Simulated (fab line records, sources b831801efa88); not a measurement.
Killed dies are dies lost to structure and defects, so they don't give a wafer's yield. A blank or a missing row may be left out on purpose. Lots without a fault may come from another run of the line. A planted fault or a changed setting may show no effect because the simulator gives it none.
Which tool did it? | flow gf180mcu | 14 lots, 42 wafers sampled, at 5 steps of a route of 602

WHAT THE GAUGES READ, wafer by wafer
GF_NSD_CD_MEAS_07: target cd 400 nm. Usual: cd_nm 399.1 nm, standard deviation 2.3.
lot  | measured     | on        | cd_nm (nm)        | flag
L966 | day 13 08:41 | cd_sem-01 | 397.3 398.8 396.2 |
L967 | day 13 16:03 | cd_sem-01 | 398.4 399.6 398.6 |
L969 | day 14 07:27 | cd_sem-01 | 400.3 397.6 398.3 |
L971 | day 14 23:32 | cd_sem-02 | 394.8 394.1 395.8 |
L973 | day 15 20:29 | cd_sem-02 | 394.8 398.3 399.5 |
L974 | day 16 00:41 | cd_sem-02 | 399.6 399.6 398.7 |
L978 | day 17 12:29 | cd_sem-02 | 400.3 399.4 400.1 |
L979 | day 17 15:43 | cd_sem-02 | 400.3 401.7 399.9 |
L980 | day 18 02:30 | cd_sem-01 | 397.3 397.7 397.4 |
L982 | day 18 12:55 | cd_sem-02 | 398.7 396.8 398.7 |
L984 | day 19 05:05 | cd_sem-01 | 398.2 398.2 397.7 |
L986 | day 19 18:39 | cd_sem-01 | 398.2 397.7 400.5 |
L988 | day 20 13:43 | cd_sem-02 | 403.2 400.7 402.9 |
L989 | day 20 18:07 | cd_sem-01 | 401.4 403.6 404.7 |

GF_SAB_THK_MEAS_01. Usual: SAB_CVD_00_THK 50.0 nm, standard deviation 0.75.
lot  | measured     | on            | SAB_CVD_00_THK (nm) | flag
L966 | day 14 05:14 | film_metro-02 | 49.0 49.8 50.4      |
L967 | day 14 13:29 | film_metro-02 | 49.9 50.8 51.3      |
L969 | day 15 05:19 | film_metro-03 | 49.5 49.1 50.3      |
L971 | day 15 22:09 | film_metro-03 | 49.9 50.0 51.3      |
L973 | day 16 19:26 | film_metro-01 | 49.2 50.6 50.6      |
L974 | day 16 23:21 | film_metro-03 | 49.7 50.7 49.4      |
L978 | day 18 12:32 | film_metro-02 | 48.6 48.7 48.9      |
L979 | day 18 16:51 | film_metro-03 | 50.2 49.9 50.9      |
L980 | day 19 04:26 | film_metro-01 | 49.0 49.7 50.0      |
L982 | day 19 14:26 | film_metro-01 | 49.5 49.3 51.3      |
L984 | day 20 07:20 | film_metro-02 | 48.9 48.8 51.0      |
L986 | day 20 20:54 | film_metro-03 | 50.0 50.0 50.1      |
L988 | day 21 15:53 | film_metro-01 | 50.5 50.6 50.8      |
L989 | day 21 20:35 | film_metro-02 | 50.2 49.8 51.4      |

GF_CONTACT_CD_MEAS_14: target cd 220 nm. Usual: cd_nm 219.8 nm, standard deviation 1.4.
lot  | measured     | on        | cd_nm (nm)        | flag
L966 | day 16 00:44 | cd_sem-02 | 221.6 222.1 222.9 |
L967 | day 16 09:45 | cd_sem-02 | 217.3 219.1 218.8 |
L969 | day 17 01:01 | cd_sem-01 | 220.4 219.9 219.7 |
L971 | day 17 19:23 | cd_sem-02 | 220.1 219.3 218.4 |
L973 | day 18 17:56 | cd_sem-01 | 219.3 220.1 220.4 |
L974 | day 18 23:07 | cd_sem-01 | 217.8 219.7 219.4 |
L978 | day 20 16:03 | cd_sem-01 | 218.9 219.3 219.2 |
L979 | day 20 19:50 | cd_sem-02 | 244.3 245.6 243.3 | OFF
L980 | day 21 08:28 | cd_sem-01 | 244.6 243.1 243.3 | OFF
L982 | day 21 17:59 | cd_sem-01 | 240.3 241.3 241.2 | OFF
L984 | day 22 10:35 | cd_sem-01 | 217.6 218.5 219.0 |
L986 | day 22 21:45 | cd_sem-01 | 219.6 222.9 221.2 |
L988 | day 23 15:50 | cd_sem-01 | 220.1 218.9 219.7 |
L989 | day 23 20:14 | cd_sem-02 | 219.6 219.7 217.8 |

WHICH TOOL RAN EACH LOT (tool, then ch and the chambers of the sampled wafers, then the start)
lot  | GF_CONTACT_CVD_02               | GF_CONTACT_SOFTBAKE_10
L966 | pecvd-02 ch 1,2, day 15 02:50   | litho_track-01 ch 0, day 15 13:00
L967 | pecvd-02 ch 0,1, day 15 11:36   | litho_track-03 ch 0, day 15 22:00
L969 | pecvd-03 ch 0,1, day 16 03:13   | litho_track-03 ch 0, day 16 14:00
L971 | pecvd-02 ch 0,1,2, day 16 20:13 | litho_track-01 ch 0, day 17 07:00
L973 | pecvd-02 ch 0,1, day 17 18:16   | litho_track-02 ch 0, day 18 06:00
L974 | pecvd-03 ch 0,1,2, day 17 22:59 | litho_track-02 ch 0, day 18 11:00
L978 | pecvd-02 ch 0,1,2, day 19 14:25 | litho_track-03 ch 0, day 20 03:00
L979 | pecvd-02 ch 1,2, day 19 18:25   | litho_track-03 ch 0, day 20 07:00
L980 | pecvd-03 ch 0,2, day 20 06:41   | litho_track-03 ch 0, day 20 19:00
L982 | pecvd-01 ch 0,1,2, day 20 16:44 | litho_track-03 ch 0, day 21 05:00
L984 | pecvd-01 ch 0,1,2, day 21 09:51 | litho_track-01 ch 0, day 21 22:00
L986 | pecvd-02 ch 0,1,2, day 21 21:44 | litho_track-02 ch 0, day 22 10:00
L988 | pecvd-02 ch 0,2, day 22 16:20   | litho_track-01 ch 0, day 23 04:00
L989 | pecvd-03 ch 0,1,2, day 22 21:07 | litho_track-02 ch 0, day 23 08:00
- GF_CONTACT_CVD_02: deposits SiO2 from TEOS, target thk 860 nm, time 95.992 s.
- GF_CONTACT_SOFTBAKE_10: time 60 s.

WHAT THE TOOLS THEMSELVES READ (means of the sampled wafers that have a number; where no wafer has one, the mark that the record gives instead)
GF_CONTACT_CVD_02. Usual: heater_power_w 636 W, standard deviation 94; rf_fwd_power_W 596.2 W, standard deviation 2; susceptor_temp_C 400.00 C, standard deviation 0.24.
lot  | tool     | heater_power_w (W) | rf_fwd_power_W (W) | susceptor_temp_C (C) | flag
L966 | pecvd-02 | 675                | 597.7              | 399.96               |
L967 | pecvd-02 | 566                | 597.7              | 399.89               |
L969 | pecvd-03 | 701                | 594.9              | 399.89               |
L971 | pecvd-02 | 593                | 596.4              | 399.94               |
L973 | pecvd-02 | 617                | 596.1              | 399.94               |
L974 | pecvd-03 | 619                | 595.8              | 400.03               |
L978 | pecvd-02 | 565                | 595.3              | 399.85               |
L979 | pecvd-02 | 611                | 596.1              | 400.18               |
L980 | pecvd-03 | 590                | 595.1              | 399.74               |
L982 | pecvd-01 | 711                | 596.7              | 399.89               |
L984 | pecvd-01 | 700                | 594.8              | 400.10               |
L986 | pecvd-02 | 638                | 596.4              | 400.06               |
L988 | pecvd-02 | 657                | 595.1              | 399.92               |
L989 | pecvd-03 | 661                | 596.8              | 400.19               |

GF_CONTACT_SOFTBAKE_10. Usual: heater_power_total_W 93.05 W, standard deviation 0.056; plate_temp_C 130.01 C, standard deviation 0.12.
lot  | tool           | heater_power_total_W (W) | plate_temp_C (C) | flag
L966 | litho_track-01 | 93.00                    | 129.91           |
L967 | litho_track-03 | 93.10                    | 130.16           |
L969 | litho_track-03 | 93.03                    | 130.04           |
L971 | litho_track-01 | 93.08                    | 130.08           |
L973 | litho_track-02 | 93.05                    | 130.13           |
L974 | litho_track-02 | 93.06                    | 129.96           |
L978 | litho_track-03 | 93.10                    | 130.01           |
L979 | litho_track-03 | 99.70                    | 137.21           | OFF
L980 | litho_track-03 | 99.79                    | 137.14           | OFF
L982 | litho_track-03 | 99.75                    | 137.27           | OFF
L984 | litho_track-01 | 93.07                    | 129.95           |
L986 | litho_track-02 | 93.00                    | 130.04           |
L988 | litho_track-01 | 93.03                    | 130.03           |
L989 | litho_track-02 | 93.05                    | 130.13           |

THE ANSWER, worked out from the rows above alone
Rule: a lot is off if the mean of its wafers that have a number lies more than 3 standard deviations from the usual mean. A lot without any number at a reading at which 4 lots or more have one is off too. The other lots that the step has rows for count as sound. The gauges are gone through in route order, then the tools' own readings, and for those a lot's mean is taken as printed above. The first step at which some lot is off is used, and at that step the reading that is off furthest; a lot without a number counts as furthest.
Off: L979, L980, L982, at GF_CONTACT_CD_MEAS_14 (cd_nm).
A tool fits if, at a process step before that reading, it ran every lot that is off, and no sound lot after the first of them. The gauges at GF_CONTACT_CD_MEAS_14 aren't tried: what is off there is off at GF_CONTACT_SOFTBAKE_10 too, on other tools, and a gauge's error can't cause that. One fits: litho_track-03 at GF_CONTACT_SOFTBAKE_10. Its last sound lot is L978 (day 20 03:00), its first lot that is off L979 (day 20 07:00): a fault that began between those two fits.
The tool's own readings at GF_CONTACT_SOFTBAKE_10 bear it out: on the lots that are off they differ by more than 5 times the standard deviation of the sound lots' means. heater_power_total_W reads 99.75 W there against 93.05 W on the sound lots; plate_temp_C reads 137.21 C there against 130.04 C on the sound lots.

WHAT THE SIMULATOR HAD PUT IN
Process parameter drift: litho_track-03, from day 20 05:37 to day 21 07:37, at GF_CONTACT_SOFTBAKE_10. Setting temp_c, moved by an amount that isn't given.
Lots struck among those shown: L979, L980, L982. The rule above found the same.
